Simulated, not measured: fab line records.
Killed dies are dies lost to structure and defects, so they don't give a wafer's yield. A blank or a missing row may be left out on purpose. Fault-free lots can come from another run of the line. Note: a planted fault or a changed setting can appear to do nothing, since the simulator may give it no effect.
The same fault as seen by 2 desks | flow sky130 | only its own numbers are on each desk; what lay behind them is given at the end

## FOR THE TOOL OWNER'S DESK: rie metal-03
The tool's own readings at SKY_METAL4_ETCH_16 (etches BARC in N2/H2, stops on SiO2, time 88.2 s, target depth 60 nm): means of the sampled wafers that have a number, for each lot that ran on this tool. If a lot's mean is further than 4 standard deviations from the usual mean, the lot is out of limits and carries the mark OUT (the distance appears in the brackets).
Columns: A = chamber pressure mTorr at SKY_METAL4_ETCH_16, usual 30.002 mTorr; B = drypump motor current A at SKY_METAL4_ETCH_16, usual 5.5 A; C = he backside leak sccm at SKY_METAL4_ETCH_16, usual 3.31 sccm; D = oes product au at SKY_METAL4_ETCH_16, usual 0.626 a.u.; E = throttle valve pct at SKY_METAL4_ETCH_16, usual 13.205 %
lot  | first seen here | A      | B   | C    | D     | E
L244 | day 42 13:30    | 30.013 | 5.5 | 3.18 | 0.623 | 13.206
L248 | day 44 02:44    | 29.975 | 5.5 | 3.16 | 0.625 | 13.198
L253 | day 45 06:43    | 29.993 | 5.5 | 3.26 | 0.626 | 13.198
L256 | day 45 22:24    | 30.001 | 5.6 | 3.30 | 0.625 | 13.202
This desk's finding: nothing out of limits on any of the 4 lots.

## AT THE METROLOGY DESK
What the gauges read for every lot (on any tool): the sampled wafers with a number, averaged. If a lot's mean is further than 4 standard deviations from the usual mean, the lot is out of limits and carries the mark OUT (the distance appears in the brackets).
Columns: A = cd nm at SKY_METAL4_CD_MEAS_13, usual 299.8 nm; B = METAL4_OVL at SKY_METAL4_OVL_MEAS_14, usual 1 nm
lot  | first seen here | A     | B
L244 | day 42 13:19    | 299.5 | 11
L248 | day 44 02:35    | 300.6 | 0
L253 | day 45 06:32    | 297.1 | -4
L254 | day 45 14:30    | 302.1 | 5
L256 | day 45 22:13    | 299.6 | 0
L257 | day 46 05:10    | 300.9 | -4
This desk's finding: nothing out of limits on any of the 6 lots.

## PUT TOGETHER
The desk of the tool owner found nothing out of limits.
Nothing out of limits was seen by the metrology desk.

## WHAT THE SIMULATOR HAD INSERTED
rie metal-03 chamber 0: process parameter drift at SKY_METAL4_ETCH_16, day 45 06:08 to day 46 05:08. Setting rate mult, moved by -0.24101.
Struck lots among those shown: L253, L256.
